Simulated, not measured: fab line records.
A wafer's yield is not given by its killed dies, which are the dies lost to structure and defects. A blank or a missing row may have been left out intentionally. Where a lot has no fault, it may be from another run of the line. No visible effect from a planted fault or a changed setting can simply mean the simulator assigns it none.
Which tool was responsible?    flow sky130    Sampling: 24 lots, 72 wafers, 5 of 708 route steps

== WHAT THE GAUGES SHOWED, per wafer ==
SKY_SD_N_RS_MEAS_18: measurement is done with a four-point probe. Usual: for RES_XHIGH_RS the level is 333.7 ohm/sq and the standard deviation is 1.2.
lot   measured      on             RES_XHIGH_RS (ohm/sq)  flag
L075  day 28 11:04  film metro-03  334.8 334.5 334.2      
L074  day 28 14:09  film metro-02  334.2 333.1 333.2      
L076  day 28 19:01  film metro-03  333.7 334.2 332.5      
L077  day 28 19:56  film metro-03  333.3 332.6 332.5      
L078  day 29 02:25  film metro-02  334.9 334.7 333.5      
L079  day 29 15:35  film metro-01  331.6 333.2 333.4      
L080  day 30 04:05  film metro-02  334.2 333.5 334.8      
L081  day 30 15:29  film metro-01  335.1 333.3 334.1      
L082  day 31 04:05  film metro-02  333.3 333.3 334.3      
L084  day 31 16:37  film metro-01  332.3 333.5 332.7      
L083  day 31 22:40  film metro-02  336.5 336.5 336.1      
L085  day 32 03:40  film metro-02  335.0 334.5 334.6      
L086  day 32 09:43  film metro-02  333.4 334.8 333.3      
L087  day 32 21:21  film metro-02  334.6 334.0 334.9      
L088  day 33 02:29  film metro-03  330.9 331.7 332.3      
L089  day 33 04:12  film metro-02  333.7 332.9 333.9      
L090  day 33 15:44  film metro-01  333.9 332.9 333.3      
L091  day 33 20:58  film metro-03  332.1 332.4 331.4      
L092  day 34 02:02  film metro-03  334.4 334.3 332.6      
L093  day 34 12:10  film metro-03  333.2 332.3 331.7      
L094  day 34 14:32  film metro-03  334.8 335.6 334.6      
L095  day 34 19:18  film metro-01  333.3 333.7 332.7      
L096  day 35 09:34  film metro-02  335.7 335.2 335.4      
L097  day 35 12:41  film metro-02  334.2 333.6 334.2      

SKY_VIA1_OVL_MEAS_13. Usual: for VIA1_OVL the level is 5 nm and the standard deviation is 5.2.
lot   measured      on          VIA1_OVL (nm)  flag
L075  day 34 14:08  overlay-02  1 3 3          
L074  day 34 16:16  overlay-01  6 10 9         
L076  day 34 21:52  overlay-02  3 13 5         
L077  day 34 23:05  overlay-02  11 7 15        
L078  day 35 04:20  overlay-02  5 9 4          
L079  day 35 14:01  overlay-02  10 7 4         
L080  day 36 03:17  overlay-01  -10 -3 -5      
L081  day 36 13:23  overlay-02  0 -2 -3        
L082  day 36 23:41  overlay-02  7 9 4          
L084  day 37 11:19  overlay-02  9 11 16        
L083  day 37 17:52  overlay-02  -3 -1 6        
L085  day 37 20:32  overlay-02  9 7 4          
L086  day 38 03:02  overlay-02  9 6 0          
L087  day 38 13:05  overlay-02  8 7 0          
L088  day 38 18:36  overlay-02  4 5 6          
L089  day 38 20:11  overlay-02  12 14 8        
L090  day 39 06:28  overlay-02  0 5 5          
L091  day 39 10:21  overlay-01  11 -1 11       
L092  day 39 13:35  overlay-02  5 -1 6         
L093  day 40 00:08  overlay-01  4 8 5          
L094  day 40 01:43  overlay-01  7 9 7          
L095  day 40 08:09  overlay-01  7 -1 3         
L096  day 40 20:18  overlay-02  4 3 1          
L097  day 41 00:26  overlay-02  5 10 0         

SKY_METAL2_CD_MEAS_15: the cd target is 140 nm. Usual: 139.8 nm for cd nm, sd 1.5.
lot   measured      on         cd nm (nm)         flag
L075  day 35 17:44  cd sem-02  140.8 139.3 141.6  
L074  day 35 19:48  cd sem-01  140.8 140.1 141.5  
L076  day 36 00:55  cd sem-02  137.1 138.4 137.7  
L077  day 36 02:29  cd sem-02  141.6 141.5 142.3  
L078  day 36 07:34  cd sem-01  141.5 140.0 140.2  
L079  day 36 17:22  cd sem-02  140.4 140.6 139.7  
L080  day 37 05:51  cd sem-02  138.3 138.3 138.5  
L081  day 37 16:07  cd sem-02  137.8 138.3 136.6  
L082  day 38 01:57  cd sem-02  139.5 140.5 140.4  
L084  day 38 13:59  cd sem-01  139.2 139.7 139.1  
L083  day 38 20:05  cd sem-01  140.1 139.3 139.8  
L085  day 38 23:14  cd sem-01  138.1 137.5 138.8  
L086  day 39 05:35  cd sem-01  141.7 143.7 143.6  
L087  day 39 14:02  cd sem-01  139.2 138.7 139.2  
L088  day 39 20:04  cd sem-02  138.5 137.8 139.7  
L089  day 39 21:39  cd sem-02  139.7 140.4 139.8  
L090  day 40 07:59  cd sem-01  141.8 141.0 141.8  
L091  day 40 11:41  cd sem-01  139.2 140.0 139.8  
L092  day 40 15:00  cd sem-01  138.5 139.3 138.1  
L093  day 41 01:32  cd sem-02  138.3 138.9 141.2  
L094  day 41 02:46  cd sem-01  140.4 142.0 141.6  
L095  day 41 09:23  cd sem-02  139.1 136.8 137.4  
L096  day 41 21:41  cd sem-02  140.4 140.2 141.5  
L097  day 42 01:47  cd sem-01  138.9 140.0 140.4  

== TOOL THAT RAN EACH LOT (tool first, then ch and the chambers of the sampled wafers, then the start) ==
lot   SKY_METAL2_SPUTTER_01         SKY_METAL2_SPUTTER_02
L075  pvd sputter-03, day 34 15:31  pvd sputter-03, day 34 15:32
L074  pvd sputter-04, day 34 17:37  pvd sputter-04, day 34 17:39
L076  pvd sputter-01, day 34 23:15  pvd sputter-01, day 34 23:17
L077  pvd sputter-01, day 35 00:28  pvd sputter-01, day 35 00:29
L078  pvd sputter-01, day 35 05:44  pvd sputter-01, day 35 05:46
L079  pvd sputter-04, day 35 15:25  pvd sputter-04, day 35 15:27
L080  pvd sputter-01, day 36 04:40  pvd sputter-01, day 36 04:41
L081  pvd sputter-04, day 36 14:48  pvd sputter-04, day 36 14:49
L082  pvd sputter-03, day 37 01:11  pvd sputter-03, day 37 01:13
L084  pvd sputter-03, day 37 13:08  pvd sputter-03, day 37 13:09
L083  pvd sputter-04, day 37 19:14  pvd sputter-04, day 37 19:16
L085  pvd sputter-04, day 37 21:55  pvd sputter-04, day 37 21:56
L086  pvd sputter-01, day 38 04:25  pvd sputter-01, day 38 04:26
L087  pvd sputter-04, day 38 14:31  pvd sputter-04, day 38 14:32
L088  pvd sputter-01, day 38 19:58  pvd sputter-01, day 38 20:00
L089  pvd sputter-03, day 38 21:40  pvd sputter-03, day 38 21:41
L090  pvd sputter-01, day 39 07:52  pvd sputter-01, day 39 07:54
L091  pvd sputter-04, day 39 11:46  pvd sputter-04, day 39 11:47
L092  pvd sputter-01, day 39 14:56  pvd sputter-01, day 39 14:58
L093  pvd sputter-03, day 40 01:32  pvd sputter-03, day 40 01:33
L094  pvd sputter-04, day 40 03:07  pvd sputter-04, day 40 03:08
L095  pvd sputter-01, day 40 09:31  pvd sputter-01, day 40 09:32
L096  pvd sputter-03, day 40 21:40  pvd sputter-03, day 40 21:42
L097  pvd sputter-01, day 41 01:54  pvd sputter-01, day 41 01:56
- SKY_METAL2_SPUTTER_01: material TiN, target thk 20 nm, time 16.7 s.
- SKY_METAL2_SPUTTER_02: material AlCu, target thk 250 nm, time 13.3 s.

== WHAT THE TOOLS THEMSELVES READ (means of the sampled wafers that have a number; where no wafer has one, the mark that the record gives instead) ==
SKY_METAL2_SPUTTER_01. Usual: 29.8 % for throttle valve pct, sd 1.5.
lot   tool            throttle valve pct (%)  flag
L075  pvd sputter-03  30.5                    
L074  pvd sputter-04  31.0                    
L076  pvd sputter-01  29.0                    
L077  pvd sputter-01  28.7                    
L078  pvd sputter-01  29.1                    
L079  pvd sputter-04  31.2                    
L080  pvd sputter-01  28.5                    
L081  pvd sputter-04  32.4                    
L082  pvd sputter-03  29.5                    
L084  pvd sputter-03  29.8                    
L083  pvd sputter-04  31.1                    
L085  pvd sputter-04  31.3                    
L086  pvd sputter-01  28.4                    
L087  pvd sputter-04  32.0                    
L088  pvd sputter-01  29.6                    
L089  pvd sputter-03  29.6                    
L090  pvd sputter-01  29.6                    
L091  pvd sputter-04  30.1                    
L092  pvd sputter-01  28.3                    
L093  pvd sputter-03  30.1                    
L094  pvd sputter-04  30.3                    
L095  pvd sputter-01  28.9                    
L096  pvd sputter-03  28.8                    
L097  pvd sputter-01  29.0                    

SKY_METAL2_SPUTTER_02. Usual: 29.8 % for throttle valve pct, sd 1.5.
lot   tool            throttle valve pct (%)  flag
L075  pvd sputter-03  30.2                    
L074  pvd sputter-04  31.1                    
L076  pvd sputter-01  29.0                    
L077  pvd sputter-01  28.6                    
L078  pvd sputter-01  29.0                    
L079  pvd sputter-04  31.1                    
L080  pvd sputter-01  28.4                    
L081  pvd sputter-04  32.3                    
L082  pvd sputter-03  29.6                    
L084  pvd sputter-03  29.8                    
L083  pvd sputter-04  31.1                    
L085  pvd sputter-04  31.1                    
L086  pvd sputter-01  28.3                    
L087  pvd sputter-04  32.0                    
L088  pvd sputter-01  29.6                    
L089  pvd sputter-03  29.5                    
L090  pvd sputter-01  29.5                    
L091  pvd sputter-04  30.1                    
L092  pvd sputter-01  28.3                    
L093  pvd sputter-03  29.7                    
L094  pvd sputter-04  30.6                    
L095  pvd sputter-01  29.0                    
L096  pvd sputter-03  28.8                    
L097  pvd sputter-01  29.2                    

== THE ANSWER, worked out from the rows above alone ==
Rule: a lot counts as off when the mean over its wafers that have a number is more than 3 standard deviations away from the usual mean. A lot without any number at a reading at which 4 lots or more have one is off too. Where the step has rows for the other lots, those lots are counted as sound. First the gauges in route order, then the tools' own readings, where a lot's mean is used as printed above. The first step at which some lot is off is used, and at that step the reading that is off furthest; a lot without a number counts as furthest.
Nothing can be told from this: no lot is off at any reading shown.

== WHAT THE SIMULATOR PUT IN ==
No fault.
